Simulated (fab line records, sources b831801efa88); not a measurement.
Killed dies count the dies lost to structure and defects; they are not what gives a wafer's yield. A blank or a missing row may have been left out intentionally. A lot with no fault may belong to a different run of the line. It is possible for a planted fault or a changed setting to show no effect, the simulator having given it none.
fab line records ; flow sfq-line
record: lots: 7; wafers: 21; last-day: 84
route steps=325 shown I3@147 M4@148 I4@163
lots with no fault: from the same line, run without faults
start-h: hours from the record's first day to the start of the lot's first wafer shown ; wait-h: how many hours have passed since the lot's step before this one ; " repeats the value in the row above ; L1.1+2: one row covering several wafers at once ; - no value present, or no start provided ; * or withheld: withheld ; < > ~ a bound
route shown NAME@n: a module of which the file shows steps, and the number in the route of the first ; usual: mean and standard deviation over wafers with no fault ; same: alike in all rows ; chamber/n: place in a boat ; sites: per-site readings ; _std_site: standard deviation of those values ; _edge_site: inner sites' mean taken away from outer sites' mean ; radius-mm: for every site, how far away it sits from the centre of the wafer ; mask NAME#n: copy n ; behind: the tool/chamber that last shaped the wafer ; hold: why the lot went on hold/how many hours it stayed there/how the hold came to an end ; device: names the non-switching transistor (n, p or np) ; end of line: tests of these same wafers at the route's end ; where a step has no rows: the recipe by itself ; killed: dies lost to structure and defects at the first sort, not the wafer's yield ; map: a wafer's dies, x killed, . not, _ none there
set.NAME: the setting the step ran with; set.NAME@STEP: the setting that earlier step ran with ; model.NAME: the simulator's own value behind a step, which no gauge read
lots at selected steps of the route; one table per step, one row per wafer
services: a tool's chamber out of use, with start hour (start-h, from the record's first day; less than 0 if before it), hours out, and reason
== steps ==
step: SFQ_TRILAYER_I3_VIA_STRIP_SOLV_CLEAN_090
recipe: chemistry: NMP; temp-c: 70; time-s: 600
step: SFQ_TRILAYER_M4_DEP_PRE_CLEAN_092
recipe: gas: Ar; time-s: 22.5; bias-v: 250
step: SFQ_TRILAYER_M4_DEP_SPUTTER_091
recipe: material: Nb; base-pressure-pa: 1.33e-06; chamber-pressure-pa: 0.1333; substrate-temp-c: 20; resputter-cathode-voltage-v: 400; target-thk-nm: 200; power-w: 2000; time-s: 133.3
usual: substrate-temp-c: 19.99/0.11; throttle-valve-pct: 30.6/1.2
lot.wafer;tool;chamber;start-h;wait-h;substrate-temp-c;throttle-valve-pct
L619.1;pvd-sputter-06;-;758.04;0.0;20.05;32.6
L619.2;pvd-sputter-06;-;758.04;0.0;20.00;29.7
L619.4;pvd-sputter-06;-;758.04;0.0;20.07;29.1
L620.3;pvd-sputter-06;-;777.97;0.0;19.96;29.3
L620.4;pvd-sputter-06;-;777.97;0.0;19.89;30.7
L620.6;pvd-sputter-06;-;777.97;0.0;19.97;32.4
L621.1;pvd-sputter-04;-;793.39;0.0;19.91;30.0
L621.4;pvd-sputter-04;-;793.39;0.0;19.84;30.3
L621.5;pvd-sputter-04;-;793.39;0.0;19.91;33.2
L622.1;pvd-sputter-04;-;830.59;0.0;19.99;30.4
L622.2;pvd-sputter-04;-;830.59;0.0;19.80;30.4
L622.4;pvd-sputter-04;-;830.59;0.0;20.02;33.0
L630.1;pvd-sputter-05;-;932.35;0.0;19.85;31.9
L630.3;pvd-sputter-05;-;932.35;0.0;20.04;29.6
L630.5;pvd-sputter-05;-;932.35;0.0;20.30;30.0
L631.1;pvd-sputter-05;-;944.35;0.0;20.16;30.0
L631.2;pvd-sputter-05;-;944.35;0.0;20.15;31.6
L631.5;pvd-sputter-05;-;944.35;0.0;19.80;30.0
L635.1;pvd-sputter-05;-;967.15;0.0;19.93;31.6
L635.4;pvd-sputter-05;-;967.15;0.0;20.03;30.0
L635.6;pvd-sputter-05;-;967.15;0.0;20.01;31.6
step: SFQ_M4_RS_MEAS_924
recipe: thk-meas-gauge: four-point-probe; reads: Nb_of_TRILAYER_M4_DEP_SPUTTER_091
usual: M4_NB_RS: 0.891/0.0074
lot.wafer;tool;chamber;start-h;wait-h;M4_NB_RS[ohm/sq]
L619.1;film-metro-04;-;758.13;0.0;0.889
L619.2;film-metro-04;-;758.13;0.0;0.886
L619.4;film-metro-04;-;758.13;0.0;0.887
L620.3;film-metro-03;-;778.10;0.1;0.898
L620.4;film-metro-03;-;778.10;0.1;0.892
L620.6;film-metro-03;-;778.10;0.1;0.895
L621.1;film-metro-04;-;793.48;0.0;0.901
L621.4;film-metro-04;-;793.48;0.0;0.892
L621.5;film-metro-04;-;793.48;0.0;0.893
L622.1;film-metro-03;-;830.68;0.0;0.896
L622.2;film-metro-03;-;830.68;0.0;0.898
L622.4;film-metro-03;-;830.68;0.0;0.898
L630.1;film-metro-04;-;932.45;0.0;0.877
L630.3;film-metro-04;-;932.45;0.0;0.882
L630.5;film-metro-04;-;932.45;0.0;0.880
L631.1;film-metro-04;-;944.45;0.0;0.882
L631.2;film-metro-04;-;944.45;0.0;0.878
L631.5;film-metro-04;-;944.45;0.0;0.880
L635.1;film-metro-04;-;967.25;0.0;0.892
L635.4;film-metro-04;-;967.25;0.0;0.897
L635.6;film-metro-04;-;967.25;0.0;0.896
step: SFQ_TRILAYER_M4_LITHO_COAT_098
recipe: resist: BARC; spin-rpm: 3000; resist-thk-nm: 62
step: SFQ_TRILAYER_M4_LITHO_COAT_093
recipe: resist: KrF; spin-rpm: 3000; resist-thk-nm: 600
step: SFQ_TRILAYER_M4_LITHO_SOFTBAKE_097
recipe: temp-c: withheld; time-s: withheld; resist: KrF
step: SFQ_TRILAYER_M4_LITHO_EXPOSE_094
recipe: mask-id: M4; na: 0.6; source-shape: conventional; sigma-outer: 0.65; target-cd-nm: 500; dose-mj: 14.4
step: SFQ_TRILAYER_M4_LITHO_PEB_096
recipe: peb-temp-c: 115; peb-time-s: 60; resist: KrF
step: SFQ_TRILAYER_M4_LITHO_DEVELOP_095
recipe: time-s: 60; resist: KrF
step: SFQ_M4_OVL_MEAS_926
usual: M4_OVL: -2/6.4
lot.wafer;tool;chamber;start-h;wait-h;M4_OVL[nm]
L619.1;overlay-02;-;817.60;0.1;-6
L619.2;overlay-02;-;817.60;0.1;-13
L619.4;overlay-02;-;817.60;0.1;-16
L620.3;overlay-01;-;834.41;0.1;-7
L620.4;overlay-01;-;834.41;0.1;-5
L620.6;overlay-01;-;834.41;0.1;-5
L621.1;overlay-01;-;857.20;0.1;7
L621.4;overlay-01;-;857.20;0.1;3
L621.5;overlay-01;-;857.20;0.1;1
L622.1;overlay-01;-;923.16;0.1;-3
L622.2;overlay-01;-;923.16;0.1;-8
L622.4;overlay-01;-;923.16;0.1;-1
L630.1;overlay-01;-;1058.13;0.1;0
L630.3;overlay-01;-;1058.13;0.1;5
L630.5;overlay-01;-;1058.13;0.1;0
L631.1;overlay-01;-;1070.13;0.1;2
L631.2;overlay-01;-;1070.13;0.1;-5
L631.5;overlay-01;-;1070.13;0.1;-1
L635.1;overlay-01;-;1104.82;0.1;8
L635.4;overlay-01;-;1104.82;0.1;9
L635.6;overlay-01;-;1104.82;0.1;5
step: SFQ_TRILAYER_M4_BARC_OPEN_METAL_ETCH_123
recipe: mask-material: PR; chemistry: O2; target-depth-nm: 125; target: BARC; icp-w: 600; bias-w: 80; pressure-mtorr: 10; time-s: 41.7
usual: bias-w: 80.03/0.24; chamber-pressure-mTorr: 10.000/0.0087; drypump-motor-current-A: 5.5/0.48; oes-product-au: 0.685/0.005
lot.wafer;tool;chamber;start-h;wait-h;bias-w;chamber-pressure-mTorr;drypump-motor-current-A;oes-product-au;rf-hours-counter-h;model.KrF_of_TRILAYER_M4_LITHO_COAT_093.thk-nm
L619.1;rie-metal-02;0;817.64;0.0;80.10;10.018;4.7;0.683;96;520.5
L619.2;rie-metal-02;1;817.64;0.0;79.96;9.993;5.4;0.677;87;520
L619.4;rie-metal-02;0;817.64;0.0;80.25;9.997;4.7;0.679;-;520.2
L620.3;rie-metal-04;0;834.46;0.0;-;-;-;-;-;572.7
L620.4;rie-metal-04;1;834.46;0.0;-;-;-;-;-;572.9
L620.6;rie-metal-04;1;834.46;0.0;-;-;-;-;-;575.3
L621.1;rie-metal-02;0;857.24;0.0;-;-;-;-;-;573.7
L621.4;rie-metal-02;1;857.24;0.0;-;-;-;-;-;573.7
L621.5;rie-metal-02;1;857.24;0.0;-;-;-;-;-;572
L622.1;rie-metal-04;0;923.20;0.0;-;-;-;-;-;573.6
L622.2;rie-metal-04;1;923.20;0.0;-;-;-;-;-;574.5
L622.4;rie-metal-04;0;923.20;0.0;-;-;-;-;-;575.8
L630.1;rie-metal-04;1;1058.16;0.0;79.95;10.007;5.6;0.684;150;526.8
L630.3;rie-metal-04;1;1058.16;0.0;79.72;9.982;5.6;0.688;-;526.2
L630.5;rie-metal-04;1;1058.16;0.0;80.12;10.015;5.6;0.688;-;526.2
L631.1;rie-metal-02;0;1070.16;0.0;80.17;9.990;4.7;0.693;136;523.6
L631.2;rie-metal-02;1;1070.16;0.0;80.40;10.015;5.4;0.680;128;524.4
L631.5;rie-metal-02;1;1070.16;0.0;80.28;10.005;5.4;0.683;-;523.1
L635.1;rie-metal-01;0;1104.86;0.0;80.06;9.993;5.9;0.682;142;524.2
L635.4;rie-metal-01;1;1104.86;0.0;79.73;9.997;5.5;0.684;-;525.1
L635.6;rie-metal-01;0;1104.86;0.0;79.85;9.998;5.9;0.685;-;521.9
step: SFQ_TRILAYER_M4_ETCH_METAL_ETCH_096
recipe: target: Nb; stop-on: SiO2; mask-material: PR; chemistry: Cl2/Ar; target-depth-nm: 240; icp-w: 600; bias-w: 80; pressure-mtorr: 10; time-s: 120
usual: bias-w: 79.97/0.23; chamber-pressure-mTorr: 10.001/0.0089; drypump-motor-current-A: 5.5/0.48; oes-product-au: 0.894/0.006
lot.wafer;tool;chamber;start-h;wait-h;bias-w;chamber-pressure-mTorr;drypump-motor-current-A;oes-product-au;rf-hours-counter-h;model.KrF_of_TRILAYER_M4_LITHO_COAT_093.thk-nm
L619.1;rie-metal-02;0;817.70;0.0;79.44;10.007;4.7;0.897;96;379
L619.2;rie-metal-02;1;817.70;0.0;80.01;9.980;5.4;0.898;87;377.6
L619.4;rie-metal-02;0;817.70;0.0;79.93;10.003;4.7;0.892;-;377.3
L620.3;rie-metal-04;0;834.54;0.1;80.08;9.997;6.1;0.377;-;431.3
L620.4;rie-metal-04;1;834.54;0.1;79.88;10.000;5.6;0.370;-;429.7
L620.6;rie-metal-04;1;834.54;0.1;79.81;10.005;5.7;0.371;-;431.6
L621.1;rie-metal-02;0;857.30;0.0;80.06;10.011;4.7;0.372;104;433.6
L621.4;rie-metal-02;1;857.30;0.0;79.74;9.992;5.4;0.372;-;432.6
L621.5;rie-metal-02;1;857.30;0.0;79.81;9.990;5.4;0.375;-;431.9
L622.1;rie-metal-04;0;923.26;0.0;80.49;9.983;6.1;0.374;160;431.3
L622.2;rie-metal-04;1;923.26;0.0;80.03;10.017;5.7;0.382;125;431.4
L622.4;rie-metal-04;0;923.26;0.0;80.43;9.992;6.1;0.378;-;432.9
L630.1;rie-metal-04;1;1058.28;0.1;80.09;10.008;5.7;0.904;150;383
L630.3;rie-metal-04;1;1058.28;0.1;80.20;10.013;5.6;0.899;-;383.2
L630.5;rie-metal-04;1;1058.28;0.1;80.40;9.998;5.7;0.896;-;383.1
L631.1;rie-metal-02;0;1070.22;0.0;80.02;9.992;4.7;0.892;136;383.2
L631.2;rie-metal-02;1;1070.22;0.0;79.79;10.005;5.4;0.897;128;382.9
L631.5;rie-metal-02;1;1070.22;0.0;80.05;10.006;5.4;0.895;-;383.5
L635.1;rie-metal-01;0;1104.92;0.0;80.07;9.991;5.9;0.887;142;384.8
L635.4;rie-metal-01;1;1104.92;0.0;79.73;9.993;5.5;0.888;-;386.2
L635.6;rie-metal-01;0;1104.92;0.0;79.82;10.006;5.9;0.899;-;382.3
step: SFQ_TRILAYER_M4_STRIP_STRIP_097
recipe: gas: O2; power-w: 200; platen-temp-c: 40; overash-fraction: 0.65; chemistry: O2; pressure-mtorr: 50
usual: drypump-motor-current-A: 5.4/0.48; oes-product-au: 1.002/0.0072; platen-temp-c: 40.02/0.12
lot.wafer;tool;chamber;start-h;wait-h;drypump-motor-current-A;oes-product-au;platen-temp-c;rf-hours-counter-h
L619.1;rie-metal-02;0;817.82;0.1;4.7;0.999;40.08;96
L619.2;rie-metal-02;1;817.82;0.1;5.4;0.999;40.02;87
L619.4;rie-metal-02;0;817.82;0.1;4.7;0.998;39.90;-
L620.3;rie-metal-04;0;834.82;0.2;6.1;0.996;40.15;-
L620.4;rie-metal-04;1;834.82;0.2;5.6;1.012;40.07;-
L620.6;rie-metal-04;1;834.82;0.2;5.6;1.006;40.14;-
L621.1;rie-metal-02;0;857.42;0.1;4.7;1.000;39.89;104
L621.4;rie-metal-02;1;857.42;0.1;5.4;0.994;40.03;-
L621.5;rie-metal-02;1;857.42;0.1;5.4;0.995;39.91;-
L622.1;rie-metal-04;0;923.38;0.1;6.2;1.015;40.06;161
L622.2;rie-metal-04;1;923.38;0.1;5.6;1.004;40.02;125
L622.4;rie-metal-04;0;923.38;0.1;6.2;1.018;40.02;-
L630.1;rie-metal-04;1;1058.53;0.2;5.6;1.006;39.98;150
L630.3;rie-metal-04;1;1058.53;0.2;5.7;1.005;40.02;-
L630.5;rie-metal-04;1;1058.53;0.2;5.7;1.014;40.07;-
L631.1;rie-metal-02;0;1070.35;0.1;4.7;1.013;40.03;136
L631.2;rie-metal-02;1;1070.35;0.1;5.4;1.005;39.84;128
L631.5;rie-metal-02;1;1070.35;0.1;5.4;0.999;40.07;-
L635.1;rie-metal-01;0;1105.04;0.1;5.9;0.994;39.88;142
L635.4;rie-metal-01;1;1105.04;0.1;5.5;1.000;40.09;-
L635.6;rie-metal-01;0;1105.04;0.1;5.9;0.997;39.91;-
step: SFQ_TRILAYER_M4_STRIP_SOLV_CLEAN_098
recipe: chemistry: NMP; temp-c: 70; time-s: 600
step: SFQ_TRILAYER_I4_DEP_PECVD_099
recipe: material: SiO2; temp-c: 150; time-s: 111.11; pressure-torr: 2.4; rf-w: 183.3; precursor: SiH4/N2O; target-thk-nm: 500
usual: chamber-pressure-Torr: 2.399/0.0048; heater-power-w: 97/22; throttle-valve-pct: 25.7/1.8
lot.wafer;tool;chamber;start-h;wait-h;chamber-pressure-Torr;heater-power-w;throttle-valve-pct
L619.1;pecvd-02;0;818.60;0.0;2.408;113;26.0
L619.2;pecvd-02;1;818.60;0.0;2.400;116;27.5
L619.4;pecvd-02;1;818.60;0.0;2.405;120;27.2
L620.3;pecvd-03;2;835.40;0.0;2.405;78;29.1
L620.4;pecvd-03;1;835.40;0.0;2.397;83;26.2
L620.6;pecvd-03;0;835.40;0.0;2.399;135;26.5
L621.1;pecvd-04;0;858.20;0.0;2.406;66;23.5
L621.4;pecvd-04;2;858.20;0.0;2.405;80;22.4
L621.5;pecvd-04;0;858.20;0.0;2.393;69;23.6
L622.1;pecvd-03;0;924.16;0.0;2.398;127;26.7
L622.2;pecvd-03;1;924.16;0.0;2.400;74;26.1
L622.4;pecvd-03;2;924.16;0.0;2.400;82;29.3
L630.1;pecvd-04;1;1059.91;0.0;2.400;96;25.8
L630.3;pecvd-04;2;1059.91;0.0;2.400;81;22.8
L630.5;pecvd-04;0;1059.91;0.0;2.394;73;24.2
L631.1;pecvd-04;1;1071.12;0.0;2.396;112;25.7
L631.2;pecvd-04;2;1071.12;0.0;2.396;74;22.8
L631.5;pecvd-04;1;1071.12;0.0;2.397;113;25.9
L635.1;pecvd-04;1;1105.82;0.0;2.402;97;25.9
L635.4;pecvd-04;1;1105.82;0.0;2.403;106;25.7
L635.6;pecvd-04;0;1105.82;0.0;2.389;71;24.3
step: SFQ_TRILAYER_I4_CMP_CMP_100
recipe: material: SiO2; down-force-psi: 3; platen-rpm: 60; pad-velocity-m-s: 0.94248
usual: motor-current-A: 10.3/1.1; time-to-endpoint-s: 216/6.7
lot.wafer;tool;chamber;start-h;wait-h;motor-current-A;time-to-endpoint-s
L619.1;cmp-02;0;844.47;25.8;10.6;222
L619.2;cmp-02;1;844.47;25.8;10.6;219
L619.4;cmp-02;3;845.97;27.3;10.8;221
L620.4;cmp-01;2;858.37;22.9;8.6;204
L620.3;cmp-01;3;858.37;22.9;9.6;199
L620.6;cmp-01;0;858.37;22.9;11.6;213
L621.4;cmp-02;0;883.47;25.2;10.9;218
L621.1;cmp-02;2;884.47;26.2;11.7;217
L621.5;cmp-02;0;885.47;27.2;10.1;223
L622.1;cmp-01;1;936.06;11.9;9.3;211
L622.2;cmp-01;2;936.06;11.9;8.5;215
L622.4;cmp-01;0;937.56;13.3;11.9;222
L630.1;cmp-01;2;1066.89;6.9;8.4;208
L630.3;cmp-01;1;1068.39;8.4;10.0;209
L630.5;cmp-01;2;1068.39;8.4;8.7;211
L631.1;cmp-02;1;1071.20;0.0;10.5;216
L631.2;cmp-02;3;1072.20;1.0;10.6;201
L631.5;cmp-02;1;1073.20;2.0;10.8;222
L635.4;cmp-02;2;1123.05;17.1;12.1;223
L635.1;cmp-02;3;1123.05;17.1;10.7;217
L635.6;cmp-02;2;1125.05;19.1;11.3;226
step: SFQ_I4_BOW_MEAS_927
recipe: mode: bow
usual: I4_BOW: 6/12
lot.wafer;tool;chamber;start-h;wait-h;I4_BOW[um]
L619.1;film-metro-03;-;847.47;2.5;-12
L619.2;film-metro-03;-;847.47;2.5;-18
L619.4;film-metro-03;-;847.47;2.5;-13
L620.3;film-metro-02;-;860.41;1.0;-7
L620.4;film-metro-02;-;860.41;1.0;-5
L620.6;film-metro-02;-;860.41;1.0;-7
L621.1;film-metro-02;-;886.47;1.5;15
L621.4;film-metro-02;-;886.47;1.5;8
L621.5;film-metro-02;-;886.47;1.5;5
L622.1;film-metro-02;-;939.06;2.5;3
L622.2;film-metro-02;-;939.06;2.5;-7
L622.4;film-metro-02;-;939.06;2.5;-6
L630.1;film-metro-03;-;1069.89;2.5;19
L630.3;film-metro-03;-;1069.89;2.5;22
L630.5;film-metro-03;-;1069.89;2.5;27
L631.1;film-metro-03;-;1074.20;2.5;2
L631.2;film-metro-03;-;1074.20;2.5;-2
L631.5;film-metro-03;-;1074.20;2.5;-18
L635.1;film-metro-02;-;1126.05;2.0;3
L635.4;film-metro-02;-;1126.05;2.0;8
L635.6;film-metro-02;-;1126.05;2.0;9
step: SFQ_TRILAYER_I4_METRO_MEASURE_101
usual: thk-nm: 200.2/1.2
lot.wafer;tool;chamber;start-h;wait-h;thk-nm
L619.1;film-metro-03;-;847.59;0.1;200.8
L619.2;film-metro-03;-;847.59;0.1;200.3
L619.4;film-metro-03;-;847.59;0.1;201.0
L620.3;film-metro-02;-;860.89;0.5;199.9
L620.4;film-metro-02;-;860.89;0.5;198.4
L620.6;film-metro-02;-;860.89;0.5;200.2
L621.1;film-metro-02;-;886.59;0.1;203.5
L621.4;film-metro-02;-;886.59;0.1;202.9
L621.5;film-metro-02;-;886.59;0.1;202.4
L622.1;film-metro-02;-;939.18;0.1;200.5
L622.2;film-metro-02;-;939.18;0.1;200.0
L622.4;film-metro-02;-;939.18;0.1;200.7
L630.1;film-metro-03;-;1070.01;0.1;199.5
L630.3;film-metro-03;-;1070.01;0.1;198.9
L630.5;film-metro-03;-;1070.01;0.1;200.4
L631.1;film-metro-03;-;1074.32;0.1;201.1
L631.2;film-metro-03;-;1074.32;0.1;200.5
L631.5;film-metro-03;-;1074.32;0.1;201.8
L635.1;film-metro-02;-;1126.17;0.1;199.2
L635.4;film-metro-02;-;1126.17;0.1;198.8
L635.6;film-metro-02;-;1126.17;0.1;200.1
step: SFQ_TRILAYER_I4_VIA_LITHO_COAT_108
recipe: resist: BARC; spin-rpm: 3000; resist-thk-nm: 62.37
step: SFQ_TRILAYER_I4_VIA_LITHO_COAT_103
recipe: resist: KrF; spin-rpm: 3000; resist-thk-nm: 650
step: SFQ_TRILAYER_I4_VIA_LITHO_SOFTBAKE_107
recipe: temp-c: withheld; time-s: withheld; resist: KrF
step: SFQ_TRILAYER_I4_VIA_LITHO_EXPOSE_104
recipe: mask-id: I4; na: 0.6; source-shape: conventional; sigma-outer: 0.65; target-cd-nm: 700; dose-mj: 21.3
usual: exposure-dose-mJ-cm2: 21.302/0.023; focus-offset-nm: -0.1/0.57
lot.wafer;tool;chamber;start-h;wait-h;mask;exposure-dose-mJ-cm2;focus-offset-nm
L619.1;krf-scanner-02;0;906.80;-;I4#0;21.272;-0.3
L619.2;krf-scanner-02;0;906.80;-;I4#0;21.292;-0.3
L619.4;krf-scanner-02;0;906.80;-;I4#0;21.282;0.5
L620.3;krf-scanner-02;-;915.60;-;I4#0;-;-
L620.4;krf-scanner-02;-;915.60;-;I4#0;-;-
L620.6;krf-scanner-02;-;915.60;-;I4#0;-;-
L621.1;krf-scanner-02;-;937.55;-;I4#0;-;-
L621.4;krf-scanner-02;-;937.55;-;I4#0;-;-
L621.5;krf-scanner-02;-;937.55;-;I4#0;-;-
L622.1;krf-scanner-02;-;966.35;-;I4#0;-;-
L622.2;krf-scanner-02;-;966.35;-;I4#0;-;-
L622.4;krf-scanner-02;-;966.35;-;I4#0;-;-
L630.1;krf-scanner-01;0;1203.05;-;I4#0;21.324;0.8
L630.3;krf-scanner-01;0;1203.05;-;I4#0;21.301;0.5
L630.5;krf-scanner-01;0;1203.05;-;I4#0;21.316;-0.4
L631.1;krf-scanner-01;0;1206.65;-;I4#0;21.295;0.0
L631.2;krf-scanner-01;0;1206.65;-;I4#0;21.308;-0.7
L631.5;krf-scanner-01;0;1206.65;-;I4#0;21.299;-0.2
L635.1;krf-scanner-02;0;1261.15;-;I4#0;21.307;-0.9
L635.4;krf-scanner-02;0;1261.15;-;I4#0;21.276;-0.6
L635.6;krf-scanner-02;0;1261.15;-;I4#0;21.259;-0.2
step: SFQ_TRILAYER_I4_VIA_LITHO_PEB_106
recipe: peb-temp-c: 115; peb-time-s: 60; resist: KrF
== services ==
tool;chamber;start-h;hours;kind
krf-scanner-02;-;758.43;0.8;pm
krf-scanner-02;-;831.18;1.3;pm
krf-scanner-02;-;839.68;1.0;pm
krf-scanner-02;-;872.37;1.4;repair
rie-metal-02;-;883.65;1.2;repair
krf-scanner-02;-;927.20;0.8;pm
krf-scanner-02;-;930.35;7.2;pm
rie-metal-02;1;1002.11;15.7;repair
krf-scanner-02;-;1007.01;1.3;pm
krf-scanner-02;-;1009.51;1.0;pm
rie-metal-02;0;1011.13;20.4;repair
rie-metal-04;-;1020.17;1.4;repair
krf-scanner-02;-;1048.79;3.0;pm
krf-scanner-02;-;1052.99;4.0;pm
krf-scanner-02;-;1081.52;5.5;repair
krf-scanner-02;-;1096.57;0.8;pm
rie-metal-04;0;1137.44;3.5;repair
krf-scanner-02;-;1181.32;1.0;pm
rie-metal-02;1;1181.51;7.3;repair
krf-scanner-02;-;1182.38;1.3;pm
krf-scanner-02;-;1187.86;3.6;pm
krf-scanner-02;-;1205.59;1.1;repair
rie-metal-02;0;1205.91;9.3;repair
krf-scanner-02;-;1227.81;2.7;repair
== key ==
first-sign: step: SFQ_TRILAYER_M4_BARC_OPEN_METAL_ETCH_123; reading: tool-record; direction: missing
effect: step: SFQ_TRILAYER_M4_ETCH_METAL_ETCH_096; reading: oes-product-au; direction: down; sigmas: 87; usual: 0.894; struck: 0.375
effect: step: SFQ_TRILAYER_I4_VIA_LITHO_EXPOSE_104; reading: tool-record; direction: missing
model-effect: step: SFQ_TRILAYER_M4_BARC_OPEN_METAL_ETCH_123; value: KrF_of_TRILAYER_M4_LITHO_COAT_093.thk-nm; without: 521.7; struck: 573.8
model-effect: step: SFQ_TRILAYER_M4_ETCH_METAL_ETCH_096; value: KrF_of_TRILAYER_M4_LITHO_COAT_093.thk-nm; without: 379.7; struck: 431.8
met-at SFQ_TRILAYER_M4_BARC_OPEN_METAL_ETCH_123
struck-wafers L620.3,L620.4,L620.6,L621.1,L621.4,L621.5,L622.1,L622.2,L622.4
onset-between 817.64 834.46
fault: kind: skipped-step-whole; tool: rie-metal-02,rie-metal-04; chamber: -; onset-h: 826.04; steps: SFQ_TRILAYER_M4_BARC_OPEN_METAL_ETCH_123; scope: struck-lots-only
